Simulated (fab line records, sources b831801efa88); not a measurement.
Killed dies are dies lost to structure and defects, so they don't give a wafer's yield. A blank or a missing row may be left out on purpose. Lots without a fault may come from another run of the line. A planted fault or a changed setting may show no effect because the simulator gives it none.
One fault seen from 2 desks | flow gf180mcu | each desk has only its own numbers; what lay behind them comes last

THE TOOL OWNER'S DESK: pvd_sputter-04
The tool's own readings at GF_SALICIDE_SPUTTER_03 (material TiN, target thk 20 nm, time 16.7 s): means of the sampled wafers that have a number, for each lot that ran on this tool. A lot is out of limits, marked OUT, if its mean lies more than 4 standard deviations from the usual mean; the brackets give that distance.
Columns: A = cathode_dc_power_W at GF_SALICIDE_SPUTTER_03, usual 6499.7 W; B = throttle_valve_pct at GF_SALICIDE_SPUTTER_03, usual 29.7 %
lot  | first seen here | A                | B
L988 | day 16 21:05    | 6437.0 (-57) OUT | 29.3
L989 | day 17 16:08    | 6436.5 (-57) OUT | 29.3
L101 | day 21 15:32    | 6500.0           | 29.2
L102 | day 22 05:17    | 6499.8           | 29.3
L103 | day 22 12:40    | 6500.3           | 29.6
L104 | day 22 15:44    | 6498.9           | 29.7
L105 | day 22 22:29    | 6498.6           | 29.3
This desk's finding: out of limits on L988, L989; first on L988, day 16 21:05 (cathode_dc_power_W at GF_SALICIDE_SPUTTER_03). In limits: L101, L102, L103, L104, L105.

THE METROLOGY DESK
What the gauges read, lot by lot, whatever tool the lot ran on: means of the sampled wafers that have a number. A lot is out of limits, marked OUT, if its mean lies more than 4 standard deviations from the usual mean; the brackets give that distance.
Columns: A = HV_LDD_2_TW at GF_HV_LDD_TW_MEAS_23, usual 1051; B = PSD_OVL at GF_PSD_OVL_MEAS_08, usual 0.3 nm; C = SALICIDE_TIN_THK at GF_SALICIDE_THK_MEAS_05, usual 19.83 nm
lot  | first seen here | A    | B    | C
L984 | day 11 02:02    | 1036 | 1.3  | 19.95
L988 | day 12 06:20    | 1065 | -0.1 | 19.62
L989 | day 12 22:13    | 1061 | -0.9 | 19.50
L991 | day 13 06:19    | 1050 | 0.8  | 20.07
L992 | day 13 17:08    | 1062 | 0.2  | 20.09
L998 | day 15 15:00    | 1042 | 1.3  | 19.74
L100 | day 16 04:34    | 1063 | 0.1  | 20.02
L999 | day 16 05:14    | 1035 | 1.4  | 20.15
L101 | day 16 09:13    | 1054 | -0.6 | 19.48
L102 | day 17 00:02    | 1070 | -1.6 | 19.73
L103 | day 17 08:36    | 1035 | 0.4  | 19.43
L104 | day 17 11:27    | 1066 | 0.2  | 19.93
L105 | day 17 16:31    | 1067 | -1.3 | 20.07
This desk's finding: nothing out of limits on any of the 13 lots.

PUT TOGETHER
The tool owner's desk could have raised an alarm at day 16 21:05, on L988, L989.
The metrology desk saw nothing out of limits.
The metrology desk has L988, L989 on record, within its limits.
Of the lots named, all ran GF_SALICIDE_SPUTTER_03 on pvd_sputter-04.

WHAT THE SIMULATOR HAD PUT IN
Process parameter drift: pvd_sputter-04, from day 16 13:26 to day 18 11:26, at GF_SALICIDE_SPUTTER_03. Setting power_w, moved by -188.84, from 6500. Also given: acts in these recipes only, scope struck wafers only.
Lots struck among those shown: L988, L989.
Hours from the fault's start to each desk's first reading out of limits: the tool owner's desk, 8.
